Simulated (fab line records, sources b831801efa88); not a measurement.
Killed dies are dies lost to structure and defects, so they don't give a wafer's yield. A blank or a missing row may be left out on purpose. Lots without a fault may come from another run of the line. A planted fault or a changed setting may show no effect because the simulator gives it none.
A struck lot beside a sound one | flow sky130 | 31 steps out of a route of 708
Sound: wafers L772.2, L772.3, L772.5. Struck: wafers L776.2, L776.3, L776.6. The cause comes at the end.
At each step with rows: each side's tool, then ch and its chambers, then its first start. Under that, the readings that differ: sound wafers | struck wafers | difference of the means | sigmas: that difference in standard deviations of wafers without a fault.
alike: readings whose means differ by less than 2 such deviations, and words and numbers that are the same on both sides. not compared: withheld readings, readings that some wafer has no value for, bounds like >300 that may hide the same value, and numbers for which the record gives no deviation and whose values overlap.
The two part at a step that has a row with sigmas, a row that says differs or no value, or rows on one side only. Numbers that don't overlap but have no deviation are shown without sigmas and don't part them. A reading that every wafer of one side lacks parts them only if that side has two wafers or more.

first, 3 steps without rows for these wafers: SKY_VT_ADJUST_HVTP_EXPOSE_04 (exposes mask HVTPM, target cd 380 nm); SKY_VT_ADJUST_HVTP_PEB_05; SKY_VT_ADJUST_HVTP_DEVELOP_06 (develop time 60 s).
SKY_VT_ADJUST_HVTP_CD_MEAS_07: target cd 380 nm.
  sound on cd_sem-01, day 8 16:59; struck on cd_sem-01, day 9 22:01
  alike: cd_nm
SKY_VT_ADJUST_HVTP_OVL_MEAS_08:
  sound on overlay-02, day 8 17:06; struck on overlay-01, day 9 22:07
  alike: VT_ADJUST_HVTP_OVL
then, 1 step without rows for these wafers: SKY_VT_ADJUST_HVTP_IMPLANT_09.
SKY_VT_ADJUST_HVTP_STRIP_10: strips in O2/N2.
  sound on plasma_asher-04 ch 1, day 8 17:17; struck on plasma_asher-02 ch 0,1, day 9 22:18
  alike: drypump_motor_current_A, oes_product_au, strip_time_to_endpoint_s
  not compared: rf_hours_counter_h
SKY_VT_ADJUST_HVTP_TW_MEAS_11:
  sound on film_metro-01, day 8 17:23; struck on film_metro-01, day 9 22:25
  alike: VT_ADJUST_HVTP_TW
then, 4 steps without rows for these wafers: SKY_VT_ADJUST_LVTN_DEHYDRATE_00 (time 60 s); SKY_VT_ADJUST_LVTN_HMDS_01 (prime time 60 s); SKY_VT_ADJUST_LVTN_COAT_02 (resist thk 3000 nm); SKY_VT_ADJUST_LVTN_SOFTBAKE_03.
SKY_VT_ADJUST_LVTN_EXPOSE_04: exposes mask NWM COMPLEMENT LESS NATIVE, target cd 840 nm.
  sound on iline_stepper-01 ch 0, day 9 03:17; struck on iline_stepper-01 ch 0, day 10 10:17
  reading | sound                                                                                  | struck                                                | difference | sigmas
  mask    | NWM_COMPLEMENT_LESS_NATIVE#0 NWM_COMPLEMENT_LESS_NATIVE#0 NWM_COMPLEMENT_LESS_NATIVE#0 | HVN_STD_DERIVED#0 HVN_STD_DERIVED#0 HVN_STD_DERIVED#0 | differs    |
  alike: exposure_dose_mJ_cm2
then, 2 steps without rows for these wafers: SKY_VT_ADJUST_LVTN_PEB_05; SKY_VT_ADJUST_LVTN_DEVELOP_06 (develop time 60 s).
SKY_VT_ADJUST_LVTN_OVL_MEAS_07:
  sound on overlay-01, day 9 13:59; struck on overlay-01, day 10 21:15
  reading                 | sound         | struck | difference                    | sigmas
  VT_ADJUST_LVTN_OVL (nm) | 2.2 -0.6 -1.0 | - - -  | no value on the struck wafers |
then, 1 step without rows for these wafers: SKY_VT_ADJUST_LVTN_IMPLANT_08.
SKY_VT_ADJUST_LVTN_STRIP_09: strips in O2/N2.
  sound on plasma_asher-03 ch 0,1, day 9 14:10; struck on plasma_asher-01 ch 0,1, day 10 21:26
  reading                      | sound             | struck            | difference | sigmas
  strip_time_to_endpoint_s (s) | 36.92 36.93 36.92 | 36.67 36.70 36.60 | -0.27      | -2
  alike: drypump_motor_current_A, oes_product_au
  not compared: rf_hours_counter_h
SKY_VT_ADJUST_LVTN_TW_MEAS_10:
  sound on film_metro-03, day 9 14:17; struck on film_metro-01, day 10 21:32
  reading           | sound             | struck         | difference | sigmas
  VT_ADJUST_LVTN_TW | 239.2 239.6 240.0 | 30.1 30.3 30.4 | -209.3     | -99 or more
then, 7 steps without rows for these wafers: SKY_VT_ADJUST_LVTN_DEHYDRATE_11 (time 60 s); SKY_VT_ADJUST_LVTN_HMDS_12 (prime time 60 s); SKY_VT_ADJUST_LVTN_COAT_13 (resist thk 1140 nm); SKY_VT_ADJUST_LVTN_SOFTBAKE_14 (time 60 s); SKY_VT_ADJUST_LVTN_EXPOSE_15 (exposes mask HVN STD DERIVED, target cd 600 nm); SKY_VT_ADJUST_LVTN_PEB_16; SKY_VT_ADJUST_LVTN_DEVELOP_17 (develop time 60 s).
SKY_VT_ADJUST_LVTN_OVL_MEAS_18:
  sound on overlay-01, day 10 12:57; struck on overlay-02, day 11 20:25
  alike: VT_ADJUST_LVTN_01_OVL
then, 1 step without rows for these wafers: SKY_VT_ADJUST_LVTN_IMPLANT_19.
SKY_VT_ADJUST_LVTN_STRIP_20: strips in O2/N2.
  sound on plasma_asher-01 ch 0,1, day 10 13:08; struck on plasma_asher-01 ch 0,1, day 11 20:35
  alike: drypump_motor_current_A, oes_product_au, strip_time_to_endpoint_s
  not compared: rf_hours_counter_h
SKY_VT_ADJUST_LVTN_TW_MEAS_21:
  sound on film_metro-03, day 10 13:14; struck on film_metro-01, day 11 20:42
  reading             | sound             | struck            | difference | sigmas
  VT_ADJUST_LVTN_2_TW | 189.0 187.9 188.2 | 267.2 269.0 267.9 | +79.7      | +93
then, 1 step without rows for these wafers: SKY_VT_ADJUST_NCORE_DEHYDRATE_00 (time 60 s).

WHERE THEY PART
First at SKY_VT_ADJUST_LVTN_EXPOSE_04; last, within this record, at SKY_VT_ADJUST_LVTN_TW_MEAS_21.

WHY: what the simulator had put in
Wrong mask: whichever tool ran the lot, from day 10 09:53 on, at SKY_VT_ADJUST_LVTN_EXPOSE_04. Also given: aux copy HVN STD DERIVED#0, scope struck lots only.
